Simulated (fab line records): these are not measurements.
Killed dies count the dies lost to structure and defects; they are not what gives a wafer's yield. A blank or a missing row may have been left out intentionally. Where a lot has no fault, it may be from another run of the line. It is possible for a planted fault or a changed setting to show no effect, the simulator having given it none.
Chamber matching || flow sky130 || 3 sister chambers for SKY_VIA2_HDPCVD_00 on hdpcvd-02
The step deposits SiO2, target thk 1180 nm, time 196.7 s. 3 wafers are shown with their chamber, then 7 later ones without.

WAFERS WITH THEIR CHAMBER
{"wafer": "L917.5", "chamber": 0, "pressure_mtorr (mTorr)": 6.002}
{"wafer": "L927.3", "chamber": 1, "pressure_mtorr (mTorr)": 6.021}
{"wafer": "L927.4", "chamber": 2, "pressure_mtorr (mTorr)": 5.998}

WAFERS WITH NO CHAMBER GIVEN
{"wafer": "L927.6", "pressure_mtorr (mTorr)": 6.009}
{"wafer": "L931.1", "pressure_mtorr (mTorr)": 5.995}
{"wafer": "L931.4", "pressure_mtorr (mTorr)": 6.010}
{"wafer": "L931.6", "pressure_mtorr (mTorr)": 5.993}
{"wafer": "L932.2", "pressure_mtorr (mTorr)": 5.991}
{"wafer": "L932.5", "pressure_mtorr (mTorr)": 6.005}
{"wafer": "L932.6", "pressure_mtorr (mTorr)": 5.987}

EACH ONE'S CHAMBER
{"wafer": "L927.6", "from the rows above": "can't be placed: 0 or 2 or 1", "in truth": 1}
{"wafer": "L931.1", "from the rows above": "can't be placed: 2 or 0", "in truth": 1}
{"wafer": "L931.4", "from the rows above": "can't be placed: 0 or 1 or 2", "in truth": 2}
{"wafer": "L931.6", "from the rows above": "can't be placed: 2 or 0", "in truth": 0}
{"wafer": "L932.2", "from the rows above": "can't be placed: 2 or 0", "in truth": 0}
{"wafer": "L932.5", "from the rows above": "can't be placed: 0 or 2 or 1", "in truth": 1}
{"wafer": "L932.6", "from the rows above": "can't be placed: 2 or 0", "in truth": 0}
Placed correctly: 0 of 7. From these rows, 7 cannot be placed; in 6 the true chamber is one of the candidates. Placed wrongly: 0.
How it was worked out, from the rows above alone: a wafer's distance from a chamber is the root of the sum, over the readings, of the square of ((its reading less the chamber's mean) divided by the reading's scatter). If the next closest chamber is less than 2 further off than the closest, the wafer can't be placed; otherwise it belongs to the closest. For every chamber, the mean is computed from those of its wafers that are shown. The scatter (one wafer shown for each chamber): square how far every hidden wafer sits from the nearest shown wafer, average those squares and take the square root.
